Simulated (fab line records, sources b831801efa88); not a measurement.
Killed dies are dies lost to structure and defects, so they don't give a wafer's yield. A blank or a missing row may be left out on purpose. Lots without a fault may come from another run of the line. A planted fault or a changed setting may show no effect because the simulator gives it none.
fab line records | flow sky130 | part 1 of 2: steps 1 to 27 of 37
record lots=5 wafers=15 last_day=50
route steps=708 shown METAL2@498 VIA2@507 METAL3@532
lots that met no fault: from a run of the same line without faults
start_h: hours from the record's first day to the start of the lot's first wafer shown | wait_h: hours since the lot's step before | " the same as in the row above | L1.1+2: a row that stands for several wafers | - no value, or no start given | * or withheld: withheld | < > ~ a bound
route shown NAME@n: a module of which the file shows steps, and the number in the route of the first | usual: mean/standard deviation of fault-free wafers | same: alike in all rows | chamber/n: place in a boat | sites: the reading at each site | _std_site: their standard deviation | _edge_site: outer sites' mean less inner sites' | radius_mm: how far each site lies from the wafer's centre | mask NAME#n: copy n | behind: the tool/chamber that last shaped the wafer | hold: why the lot was held/for how many hours/how that ended | device: the transistor (n, p or np) that didn't switch | end of line: the same wafers' tests at the end of the route | a step without rows: its recipe alone | killed: dies lost to structure and defects at the first sort, not the wafer's yield | map: a wafer's dies, x killed, . not, _ none there
set.NAME: the setting as run; set.NAME@STEP: as run at that earlier step | model.NAME: the simulator's own value behind a step, which no gauge read
lots at some steps of the route; a table a step, a row a wafer
services: from which hour (start_h, from the record's first day; less than 0 if before it) a tool's chamber was out of use, for how many hours, and why
## steps
# step SKY_METAL2_CD_MEAS_15
# recipe target_cd_nm=140
# usual cd_nm=139.9/1.7
# columns lot.wafer tool chamber start_h wait_h cd_nm
L074.1 cd_sem-01 - 812.34 - 137.4
L074.4 " - " " 138.4
L074.5 " - " " 137.7
L085.1 cd_sem-02 - 904.49 - 142.5
L085.2 " - " " 142.7
L085.5 " - " " 141.3
L092.2 cd_sem-01 - 950.67 - 142.3
L092.4 " - " " 141.5
L092.5 " - " " 141.8
L095.1 cd_sem-01 - 969.96 - 141.2
L095.2 " - " " 140.5
L095.4 " - " " 139.9
L096.1 cd_sem-02 - 985.66 - 140.5
L096.3 " - " " 139.6
L096.6 " - " " 140.7
# step SKY_METAL2_OVL_MEAS_16
# usual METAL2_OVL=2/5.8
# columns lot.wafer tool chamber start_h wait_h METAL2_OVL[nm]
L074.1 overlay-01 - 812.46 0.1 5
L074.4 " - " " 0
L074.5 " - " " -2
L085.1 overlay-02 - 904.61 0.1 2
L085.2 " - " " -2
L085.5 " - " " 2
L092.2 overlay-01 - 950.77 0.1 4
L092.4 " - " " 8
L092.5 " - " " 9
L095.1 overlay-01 - 970.08 0.1 -3
L095.2 " - " " -2
L095.4 " - " " -1
L096.1 overlay-02 - 985.78 0.1 10
L096.3 " - " " 10
L096.6 " - " " 2
# step SKY_METAL2_DESCUM_17
# recipe chemistry=O2 source_power_w=150 bias_power_w=0 pressure_mtorr=10 temp_c=40 time_s=8
# usual drypump_motor_current_A=5.8/0.48 oes_product_au=1.001/0.0069
# columns lot.wafer tool chamber start_h wait_h drypump_motor_current_A oes_product_au rf_hours_counter_h
L074.1 rie_metal-04 0 812.50 0.0 5.4 0.990 4
L074.4 " 0 " " 5.3 0.995 -
L074.5 " 1 " " 5.8 0.999 -
L085.1 rie_metal-03 1 904.65 0.0 5.0 1.003 15
L085.2 " 0 " " 5.7 1.003 8
L085.5 " 1 " " 5.0 1.004 -
L092.2 rie_metal-02 0 950.80 0.0 6.2 0.997 8
L092.4 " 0 " " 6.3 1.000 -
L092.5 " 0 " " 6.2 0.995 -
L095.1 rie_metal-04 1 970.12 0.0 5.8 1.009 17
L095.2 " 0 " " 5.3 0.994 10
L095.4 " 1 " " 5.8 1.000 -
L096.1 rie_metal-04 1 985.82 0.0 5.8 1.004 18
L096.3 " 0 " " 5.3 1.000 -
L096.6 " 0 " " 5.4 1.003 -
# step SKY_METAL2_ETCH_18
# recipe chemistry=N2/H2 target=BARC ion_energy_ev=200 bias_w=100 pressure_mtorr=30 n2_flow_sccm=100 h2_flow_sccm=200 icp_w=500 stop_on=SiO2 time_s=45.9 target_depth_a=600
# usual drypump_motor_current_A=5.8/0.48 oes_product_au=0.854/0.0045 throttle_valve_pct=13.226/0.0083
# columns lot.wafer tool chamber start_h wait_h drypump_motor_current_A oes_product_au rf_hours_counter_h throttle_valve_pct
L074.1 rie_metal-04 0 812.53 0.0 5.3 0.851 4 13.221
L074.4 " 0 " " 5.4 0.847 - 13.225
L074.5 " 1 " " 5.8 0.856 - 13.220
L085.1 rie_metal-03 1 904.68 0.0 5.1 0.854 15 13.236
L085.2 " 0 " " 5.7 0.860 8 13.209
L085.5 " 1 " " 5.0 0.854 - 13.224
L092.2 rie_metal-02 0 950.83 0.0 6.3 0.854 8 13.232
L092.4 " 0 " " 6.3 0.854 - 13.230
L092.5 " 0 " " 6.3 0.853 - 13.220
L095.1 rie_metal-04 1 970.15 0.0 5.8 0.849 17 13.226
L095.2 " 0 " " 5.4 0.858 10 13.226
L095.4 " 1 " " 5.8 0.862 - 13.215
L096.1 rie_metal-04 1 985.85 0.0 5.8 0.853 18 13.226
L096.3 " 0 " " 5.4 0.854 - 13.226
L096.6 " 0 " " 5.3 0.848 - 13.226
# step SKY_METAL2_METAL_ETCH_19
# recipe target_depth_a=3600 stop_on=SiO2 over_etch_frac=0.3 time_s=78 chemistry=Cl2/BCl3 resist_sidewall_deg=88 pressure_mtorr=10 icp_w=900 bias_w=48.5 Cl2_flow_sccm=60 bcl3_flow_sccm=30
# usual drypump_motor_current_A=5.8/0.48 oes_product_au=0.854/0.0055 throttle_valve_pct=22.263/0.0092
# same over_etch_frac=0.3
# columns lot.wafer tool chamber start_h wait_h drypump_motor_current_A oes_product_au rf_hours_counter_h throttle_valve_pct
L074.1 rie_metal-04 0 812.59 0.0 5.4 0.852 4 22.282
L074.4 " 0 " " 5.3 0.861 - 22.264
L074.5 " 1 " " 5.8 0.858 - 22.256
L085.1 rie_metal-03 1 904.74 0.0 5.0 0.872 15 22.269
L085.2 " 0 " " 5.8 0.851 8 22.269
L085.5 " 1 " " 5.0 0.854 - 22.265
L092.2 rie_metal-02 0 950.90 0.0 6.3 0.851 8 22.266
L092.4 " 0 " " 6.3 0.858 - 22.249
L092.5 " 0 " " 6.3 0.854 - 22.264
L095.1 rie_metal-04 1 970.21 0.0 5.8 0.857 17 22.261
L095.2 " 0 " " 5.3 0.851 10 22.270
L095.4 " 1 " " 5.8 0.854 - 22.270
L096.1 rie_metal-04 1 985.91 0.0 5.8 0.851 18 22.243
L096.3 " 0 " " 5.4 0.854 - 22.274
L096.6 " 0 " " 5.3 0.856 - 22.265
# step SKY_METAL2_STRIP_20
# recipe chemistry=O2/N2 power_w=1400 pressure_mtorr=1500 platen_temp_c=withheld o2_flow_sccm=3000 n2_flow_sccm=300 overash_fraction=0.5
# usual drypump_motor_current_A=5.6/0.36 oes_product_au=0.342/0.0048 strip_time_to_endpoint_s=2.675/0.027
# same overash_fraction=0.5
# columns lot.wafer tool chamber start_h wait_h drypump_motor_current_A oes_product_au rf_hours_counter_h strip_time_to_endpoint_s
L074.1 plasma_asher-04 0 812.68 0.1 5.6 0.340 100 2.695
L074.4 " 1 " " 6.3 0.336 - 2.715
L074.5 " 1 " " 6.3 0.340 - 2.704
L085.1 plasma_asher-04 1 904.83 0.1 6.3 0.344 108 2.680
L085.2 " 0 " " 5.6 0.340 108 2.710
L085.5 " 1 " " 6.3 0.341 - 2.672
L092.2 plasma_asher-01 0 950.99 0.1 5.4 0.336 51 2.662
L092.4 " 1 " " 5.5 0.339 - 2.647
L092.5 " 1 " " 5.5 0.340 - 2.666
L095.1 plasma_asher-01 0 970.30 0.1 5.4 0.350 52 2.724
L095.2 " 1 " " 5.5 0.339 52 2.647
L095.4 " 0 " " 5.4 0.343 - 2.687
L096.1 plasma_asher-04 1 986.00 0.1 6.3 0.340 116 2.703
L096.3 " 0 " " 5.6 0.338 - 2.644
L096.6 " 0 " " 5.6 0.344 - 2.660
# step SKY_METAL2_STRIP_21
# recipe chemistry=post_etch_residue_remover time_s=1200 temp_c=72.5
# columns lot.wafer tool chamber start_h wait_h
L074.1+4+5 wet_bench-01 0 812.78 0.1
L085.1+2+5 wet_bench-03 2 904.93 0.1
L092.2+4+5 wet_bench-04 1 951.09 0.1
L095.1+2+4 wet_bench-04 2 970.40 0.1
L096.1+3+6 wet_bench-01 2 986.10 0.1
# step SKY_METAL2_CLEAN_22
# recipe chemistry=IPA time_s=180 temp_c=25
# columns lot.wafer tool chamber start_h wait_h
L074.1+4+5 wet_bench-04 0 813.12 0.0
L085.1+2+5 wet_bench-01 0 905.27 0.0
L092.2+4+5 wet_bench-01 3 951.43 0.0
L095.1+2+4 wet_bench-01 2 970.74 0.0
L096.1+3+6 wet_bench-03 1 986.78 0.0
# step SKY_METAL2_CLEAN_23
# recipe chemistry=O3/DIW dry=n2_spin
# columns lot.wafer tool chamber start_h wait_h
L074.1+4+5 wet_bench-03 1 813.19 0.0
L085.1+2+5 wet_bench-04 0 905.33 0.0
L092.2+4+5 wet_bench-03 1 951.49 0.0
L095.1+2+4 wet_bench-03 3 970.80 0.0
L096.1+3+6 wet_bench-04 1 986.84 0.0
# step SKY_VIA2_HDPCVD_00
# recipe material=SiO2 target_thk_nm=1180 sigma_open_frac=0.3 time_s=196.7 temp_c=400 sih4_flow_sccm=60 pressure_mtorr=6
# usual susceptor_temp_C=400.02/0.22
# columns lot.wafer tool chamber start_h wait_h susceptor_temp_C
L074.1 hdpcvd-01 0 813.28 0.0 399.68
L074.4 " 2 " " 399.84
L074.5 " 0 " " 399.62
L085.1 hdpcvd-01 2 905.42 0.0 399.82
L085.2 " 0 " " 400.17
L085.5 " 1 " " 399.79
L092.2 hdpcvd-01 1 951.59 0.0 399.75
L092.4 " 0 " " 399.93
L092.5 " 2 " " 400.00
L095.1 hdpcvd-01 2 970.98 0.0 400.05
L095.2 " 0 " " 399.95
L095.4 " 2 " " 400.20
L096.1 hdpcvd-02 2 986.93 0.0 399.85
L096.3 " 0 " " 400.16
L096.6 " 2 " " 400.01
# step SKY_VIA2_THK_MEAS_01
# recipe reads=SiO2_of_VIA2_HDPCVD_00
# usual VIA2_HDPCVD_THK=1173/11
# columns lot.wafer tool chamber start_h wait_h VIA2_HDPCVD_THK[nm]
L074.1 film_metro-01 - 813.40 0.1 1172
L074.4 " - " " 1169
L074.5 " - " " 1180
L085.1 film_metro-04 - 905.55 0.1 1174
L085.2 " - " " 1161
L085.5 " - " " 1165
L092.2 film_metro-01 - 951.72 0.1 1145
L092.4 " - " " 1155
L092.5 " - " " 1156
L095.1 film_metro-03 - 971.11 0.1 1185
L095.2 " - " " 1171
L095.4 " - " " 1198
L096.1 film_metro-04 - 987.06 0.1 1168
L096.3 " - " " 1185
L096.6 " - " " 1175
# step SKY_VIA2_CMP_02
# recipe material=SiO2 down_force_psi=4 platen_rpm=60 pad_velocity_m_s=0.94248
# usual motor_current_A=11.8/1.4
# columns lot.wafer tool chamber start_h wait_h motor_current_A
L074.4 cmp-02 2 813.51 0.1 10.0
L074.1 " 0 " " 11.9
L074.5 " 1 " " 10.9
L085.2 cmp-02 1 905.61 0.0 11.3
L085.1 " 0 " " 11.5
L085.5 " 1 " " 11.6
L092.4 cmp-02 0 951.77 0.0 11.1
L092.2 " 3 " " 14.0
L092.5 " 1 " " 10.8
L095.2 cmp-01 2 971.17 0.0 12.1
L095.4 " 3 " " 11.1
L095.1 " 0 " " 13.3
L096.3 cmp-01 3 987.24 0.2 10.6
L096.1 " 1 " " 14.1
L096.6 " 3 " " 11.2
# step SKY_VIA2_BOW_MEAS_03
# recipe mode=bow
# usual VIA2_BOW=88/8.8
# columns lot.wafer tool chamber start_h wait_h VIA2_BOW[um]
L074.1 film_metro-03 - 813.76 0.1 89
L074.4 " - " " 93
L074.5 " - " " 83
L085.1 film_metro-01 - 905.91 0.1 100
L085.2 " - " " 94
L085.5 " - " " 91
L092.2 film_metro-04 - 952.09 0.1 92
L092.4 " - " " 96
L092.5 " - " " 92
L095.1 film_metro-04 - 971.47 0.1 91
L095.2 " - " " 69
L095.4 " - " " 77
L096.1 film_metro-04 - 987.54 0.1 84
L096.3 " - " " 81
L096.6 " - " " 103
# step SKY_VIA2_DEHYDRATE_04
# recipe temp_c=200 time_s=60
# columns lot.wafer tool chamber start_h wait_h
L074.1+4+5 litho_track-01 0 826.46 12.7
L085.1+2+5 litho_track-01 0 917.16 11.2
L092.2+4+5 litho_track-01 0 963.54 11.4
L095.1+2+4 litho_track-02 0 983.00 11.5
L096.1+3+6 litho_track-03 0 998.33 10.8
# step SKY_VIA2_HMDS_05
# recipe prime_time_s=60 prime_temp_c=120
# usual prime_temp_c=120.01/0.15
# columns lot.wafer tool chamber start_h wait_h prime_temp_c
L074.1 litho_track-01 0 826.61 0.1 120.11
L074.4 " 0 " " 119.97
L074.5 " 0 " " 119.96
L085.1 litho_track-01 0 917.31 0.1 120.21
L085.2 " 0 " " 119.96
L085.5 " 0 " " 120.06
L092.2 litho_track-01 0 963.69 0.1 120.03
L092.4 " 0 " " 120.10
L092.5 " 0 " " 119.97
L095.1 litho_track-02 0 983.15 0.1 119.93
L095.2 " 0 " " 120.05
L095.4 " 0 " " 120.09
L096.1 litho_track-03 0 998.48 0.1 120.11
L096.3 " 0 " " 120.02
L096.6 " 0 " " 119.81
# step SKY_VIA2_COAT_06
# recipe resist=BARC temp_c=withheld time_s=withheld spin_rpm=3000 resist_thk_nm=59.35
# usual spin_speed_rpm=3000.1/2.3
# columns lot.wafer tool chamber start_h wait_h spin_speed_rpm
L074.1 litho_track-01 0 826.76 0.1 2998.0
L074.4 " 0 " " 3006.2
L074.5 " 0 " " 3000.7
L085.1 litho_track-01 0 917.46 0.1 2997.6
L085.2 " 0 " " 3004.2
L085.5 " 0 " " 2998.4
L092.2 litho_track-01 0 963.84 0.1 2997.6
L092.4 " 0 " " 3006.0
L092.5 " 0 " " 3005.1
L095.1 litho_track-02 0 983.30 0.1 2999.0
L095.2 " 0 " " 3001.1
L095.4 " 0 " " 3000.6
L096.1 litho_track-03 0 998.63 0.1 3001.1
L096.3 " 0 " " 3003.2
L096.6 " 0 " " 2999.4
# step SKY_VIA2_COAT_07
# recipe resist=KrF-thick spin_rpm=3000 resist_thk_nm=450
# usual spin_speed_rpm=3000.2/2.1
# columns lot.wafer tool chamber start_h wait_h spin_speed_rpm
L074.1 litho_track-01 0 - - 3001.2
L074.4 " 0 " " 3002.0
L074.5 " 0 " " 3000.5
L085.1 litho_track-01 0 - - 3002.6
L085.2 " 0 " " 3001.3
L085.5 " 0 " " 2999.3
L092.2 litho_track-01 0 - - 3001.3
L092.4 " 0 " " 3001.0
L092.5 " 0 " " 2996.9
L095.1 litho_track-02 0 - - 3004.2
L095.2 " 0 " " 2999.3
L095.4 " 0 " " 2999.6
L096.1 litho_track-03 0 - - 3002.0
L096.3 " 0 " " 3000.8
L096.6 " 0 " " 3001.7
# step SKY_VIA2_SOFTBAKE_08
# recipe temp_c=100 time_s=90 resist=KrF-thick
# columns lot.wafer tool chamber start_h wait_h
L074.1+4+5 litho_track-01 0 - -
L085.1+2+5 litho_track-01 0 - -
L092.2+4+5 litho_track-01 0 - -
L095.1+2+4 litho_track-02 0 - -
L096.1+3+6 litho_track-03 0 - -
# step SKY_VIA2_EXPOSE_09
# recipe mask_id=VIM2 na=0.8 source_shape=annular sigma_inner=0.55 sigma_outer=0.85 target_cd_nm=200 dose_mj=38
# columns lot.wafer tool chamber start_h wait_h mask
L074.1+4+5 krf_scanner-01 0 - - VIM2#0
L085.1+2+5 krf_scanner-02 0 - - VIM2#0
L092.2+4+5 krf_scanner-01 0 - - VIM2#0
L095.1+2+4 krf_scanner-01 0 - - VIM2#0
L096.1+3+6 krf_scanner-02 0 - - VIM2#0
# step SKY_VIA2_PEB_10
# recipe peb_temp_c=withheld peb_time_s=withheld resist=KrF-thick
# columns lot.wafer tool chamber start_h wait_h
L074.1+4+5 litho_track-01 0 - -
L085.1+2+5 litho_track-02 0 - -
L092.2+4+5 litho_track-02 0 - -
L095.1+2+4 litho_track-02 0 - -
L096.1+3+6 litho_track-03 0 - -
# step SKY_VIA2_DEVELOP_11
# recipe develop_time_s=60 resist=KrF-thick dev_temp_c=21
# columns lot.wafer tool chamber start_h wait_h
L074.1+4+5 litho_track-01 0 - -
L085.1+2+5 litho_track-02 0 - -
L092.2+4+5 litho_track-02 0 - -
L095.1+2+4 litho_track-02 0 - -
L096.1+3+6 litho_track-03 0 - -
# step SKY_VIA2_CD_MEAS_12
# recipe target_cd_nm=200
# usual cd_nm=199.8/1.3
# columns lot.wafer tool chamber start_h wait_h cd_nm
L074.1 cd_sem-01 - 839.11 - 196.9
L074.4 " - " " 197.7
L074.5 " - " " 196.5
L085.1 cd_sem-02 - 930.10 - 198.9
L085.2 " - " " 200.3
L085.5 " - " " 198.9
L092.2 cd_sem-01 - 975.72 - 198.7
L092.4 " - " " 198.8
L092.5 " - " " 199.1
L095.1 cd_sem-01 - 995.25 - 198.9
L095.2 " - " " 199.0
L095.4 " - " " 200.8
L096.1 cd_sem-02 - 1010.53 - 198.9
L096.3 " - " " 200.9
L096.6 " - " " 199.7
# step SKY_VIA2_OVL_MEAS_13
# usual VIA2_OVL=1/5.9
# columns lot.wafer tool chamber start_h wait_h VIA2_OVL[nm]
L074.1 overlay-02 - 839.23 0.1 -1
L074.4 " - " " 3
L074.5 " - " " 1
L085.1 overlay-01 - 930.22 0.1 -7
L085.2 " - " " -8
L085.5 " - " " 4
L092.2 overlay-02 - 975.85 0.1 -2
L092.4 " - " " 0
L092.5 " - " " -3
L095.1 overlay-02 - 995.37 0.1 -2
L095.2 " - " " -5
L095.4 " - " " -3
L096.1 overlay-02 - 1010.65 0.1 6
L096.3 " - " " 0
L096.6 " - " " 2
# step SKY_VIA2_ETCH_14
# recipe chemistry=N2/H2 target=BARC ion_energy_ev=200 source_w=500 bias_w=100 pressure_mtorr=30 n2_flow_sccm=100 h2_flow_sccm=200 stop_on=SiO2 time_s=45.9 target_depth_a=600
# usual drypump_motor_current_A=5.6/0.56 oes_product_au=0.849/0.0046 throttle_valve_pct=13.225/0.009
# columns lot.wafer tool chamber start_h wait_h drypump_motor_current_A oes_product_au rf_hours_counter_h throttle_valve_pct
L074.1 rie_diel-01 3 839.27 0.0 4.8 0.852 3 13.236
L074.4 " 2 " " 5.1 0.854 8 13.238
L074.5 " 1 " " 4.9 0.856 - 13.224
L085.1 rie_diel-02 3 930.25 0.0 5.5 0.850 1 13.219
L085.2 " 0 " " 5.2 0.853 4 13.225
L085.5 " 3 " " 5.5 0.856 - 13.227
L092.2 rie_diel-04 3 975.88 0.0 6.3 0.843 25 13.227
L092.4 " 1 " " 6.3 0.850 20 13.231
L092.5 " 0 " " 5.9 0.853 - 13.215
L095.1 rie_diel-04 0 995.40 0.0 5.9 0.850 12 13.231
L095.2 " 1 " " 6.3 0.856 20 13.229
L095.4 " 1 " " 6.3 0.851 - 13.225
L096.1 rie_diel-02 2 1010.69 0.0 6.0 0.850 24 13.232
L096.3 " 0 " " 5.2 0.849 7 13.237
L096.6 " 0 " " 5.2 0.855 - 13.236
# step SKY_VIA2_ETCH_15
# recipe target=SiO2 chemistry=C4F8/O2/Ar target_depth_nm=546 stop_on=TiN mask_material=KrF-thick source_w=1500 bias_w=1200 pressure_mtorr=40 c4f8_flow_sccm=withheld O2_flow_sccm=6 Ar_flow_sccm=300 time_s=84
# usual oes_product_au=0.940/0.0047
# columns lot.wafer tool chamber start_h wait_h oes_product_au rf_hours_counter_h
L074.1 rie_diel-01 3 839.31 0.0 0.946 3
L074.4 " 2 " " 0.934 8
L074.5 " 1 " " 0.937 -
L085.1 rie_diel-02 3 930.29 0.0 0.946 1
L085.2 " 0 " " 0.945 4
L085.5 " 3 " " 0.935 -
L092.2 rie_diel-04 3 975.93 0.0 0.937 25
L092.4 " 1 " " 0.943 20
L092.5 " 0 " " 0.942 -
L095.1 rie_diel-04 0 995.44 0.0 0.943 12
L095.2 " 1 " " 0.946 20
L095.4 " 1 " " 0.938 -
L096.1 rie_diel-02 2 1010.73 0.0 0.945 24
L096.3 " 0 " " 0.936 7
L096.6 " 0 " " 0.938 -
# step SKY_VIA2_STRIP_16
# recipe chemistry=O2/N2 power_w=1400 pressure_mtorr=1500 platen_temp_c=withheld o2_flow_sccm=3000 n2_flow_sccm=300 overash_fraction=0.5
# usual drypump_motor_current_A=5.6/0.33 oes_product_au=0.398/0.0046 strip_time_to_endpoint_s=4.033/0.024
# same overash_fraction=0.5
# columns lot.wafer tool chamber start_h wait_h drypump_motor_current_A oes_product_au rf_hours_counter_h strip_time_to_endpoint_s
L074.1 plasma_asher-03 1 839.37 0.0 5.3 0.389 10 4.028
L074.4 " 1 " " 5.2 0.399 - 4.061
L074.5 " 1 " " 5.2 0.396 - 4.031
L085.1 plasma_asher-03 1 930.36 0.0 5.3 0.387 19 4.016
L085.2 " 0 " " 5.7 0.393 19 3.996
L085.5 " 0 " " 5.7 0.397 - 4.014
L092.2 plasma_asher-02 0 975.99 0.0 5.3 0.395 86 4.010
L092.4 " 0 " " 5.3 0.396 - 4.041
L092.5 " 0 " " 5.3 0.400 - 4.037
L095.1 plasma_asher-03 0 995.51 0.0 5.7 0.395 25 4.019
L095.2 " 1 " " 5.3 0.405 25 4.043
L095.4 " 1 " " 5.3 0.401 - 4.041
L096.1 plasma_asher-02 0 1010.79 0.0 5.3 0.403 89 4.053
L096.3 " 0 " " 5.2 0.404 - 4.045
L096.6 " 1 " " 6.2 0.400 - 4.056
# step SKY_VIA2_STRIP_17
# recipe chemistry=post_etch_residue_remover time_s=1200 temp_c=72.5
# columns lot.wafer tool chamber start_h wait_h
L074.1+4+5 wet_bench-03 0 839.47 0.1
L085.1+2+5 wet_bench-03 2 930.46 0.1
L092.2+4+5 wet_bench-03 1 976.09 0.1
L095.1+2+4 wet_bench-04 0 995.61 0.1
L096.1+3+6 wet_bench-02 1 1010.89 0.1
